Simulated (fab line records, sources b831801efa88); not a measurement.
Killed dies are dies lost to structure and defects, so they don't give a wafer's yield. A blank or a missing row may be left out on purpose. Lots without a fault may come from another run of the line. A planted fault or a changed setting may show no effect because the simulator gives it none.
A struck lot beside a sound one | flow gf180mcu | 16 steps out of a route of 602
Sound: wafers L998.3, L998.4, L998.5. Struck: wafers L100.2, L100.3, L100.6. The cause comes at the end.
At each step with rows: each side's tool, then ch and its chambers, then its first start. Under that, the readings that differ: sound wafers | struck wafers | difference of the means | sigmas: that difference in standard deviations of wafers without a fault.
alike: readings whose means differ by less than 2 such deviations, and words and numbers that are the same on both sides. not compared: withheld readings, readings that some wafer has no value for, bounds like >300 that may hide the same value, and numbers for which the record gives no deviation and whose values overlap.
The two part at a step that has a row with sigmas, a row that says differs or no value, or rows on one side only. Numbers that don't overlap but have no deviation are shown without sigmas and don't part them. A reading that every wafer of one side lacks parts them only if that side has two wafers or more.

GF_STI_THK_MEAS_02:
  sound on film_metro-01, day 3 18:32; struck on film_metro-02, day 4 04:31
  alike: STI_OXIDATION_THK
then, 1 step without rows for these wafers: GF_STI_CVD_03 (deposits Si3N4 from DCS/NH3, target thk 207.16 nm, time 3551 s).
GF_STI_THK_MEAS_04:
  sound on film_metro-03, day 3 20:35; struck on film_metro-01, day 4 06:34
  alike: STI_CVD_03_THK
then, 7 steps without rows for these wafers: GF_STI_DEHYDRATE_05 (time 60 s); GF_STI_HMDS_06 (prime time 60 s); GF_STI_COAT_07 (resist thk 700 nm); GF_STI_SOFTBAKE_08 (time 60 s); GF_STI_EXPOSE_09 (exposes mask COMP, target cd 220 nm); GF_STI_PEB_10 (peb time 90 s); GF_STI_DEVELOP_11 (develop time 60 s).
GF_STI_CD_MEAS_12: target cd 220 nm.
  sound on cd_sem-02, day 4 09:50; struck on cd_sem-01, day 4 20:18
  reading    | sound             | struck            | difference | sigmas
  cd_nm (nm) | 218.5 218.4 218.4 | 221.6 221.3 220.8 | +2.8       | +2
GF_STI_ETCH_13: etches the open film in CHF3/O2, stops on Si, target depth 282.31 nm, time 112.9 s.
  sound on rie_diel-03 ch 1,2,3, day 4 09:55; struck on rie_diel-01 ch 0,1,3, day 4 20:24
  alike: O2_flow_sccm, bias_w, chamber_pressure_mTorr, drypump_motor_current_A, oes_product_au, throttle_valve_pct
  not compared: rf_hours_counter_h
GF_STI_ETCH_14: etches Si in HBr/Cl2/O2, target depth 360 nm, time 102.9 s.
  sound on rie_si-01 ch 0,1, day 4 10:00; struck on rie_si-01 ch 0,3, day 4 20:29
  no value came back on the struck wafers for any of 6 readings (HBr_flow_sccm (sccm), O2_flow_sccm (sccm) and others); on the sound wafers HBr_flow_sccm (sccm) reads 150.3 149.7 150.2
  reading                              | sound           | struck            | difference | sigmas
  model.KrF_of_STI_COAT_07.thk_nm (nm) | 313.5 321 316.3 | 440.8 434.7 433.4 | +119.4     |
  not compared: rf_hours_counter_h
GF_STI_STRIP_15: strips in O2/N2.
  sound on plasma_asher-02 ch 0,1, day 4 10:06; struck on plasma_asher-02 ch 0,1, day 4 20:34
  reading                      | sound             | struck            | difference | sigmas
  oes_product_au (a.u.)        | 0.378 0.381 0.385 | 0.439 0.426 0.435 | +0.052     | +12
  strip_time_to_endpoint_s (s) | 3.64 3.74 3.70    | 4.95 4.89 4.87    | +1.21      | +29
  alike: chamber_pressure_mTorr, drypump_motor_current_A, heater_power_w
  not compared: rf_hours_counter_h
then, 1 step without rows for these wafers: GF_STI_CLEAN_16 (cleans in dHF, time 25 s).
-- the record jumps here: 28 days lie between the struck wafers' starts before and after (it left off in module STI and takes up again in module PASSIVATION, whose first step shown is number 602 of the route) --
GF_PASSIVATION_PROBE_99:
  the record has rows for the struck wafers here (prober-02, day 32 19:35) and none for the sound ones

WHERE THEY PART
First at GF_STI_CD_MEAS_12; last, within this record, at GF_PASSIVATION_PROBE_99.

WHY: what the simulator had put in
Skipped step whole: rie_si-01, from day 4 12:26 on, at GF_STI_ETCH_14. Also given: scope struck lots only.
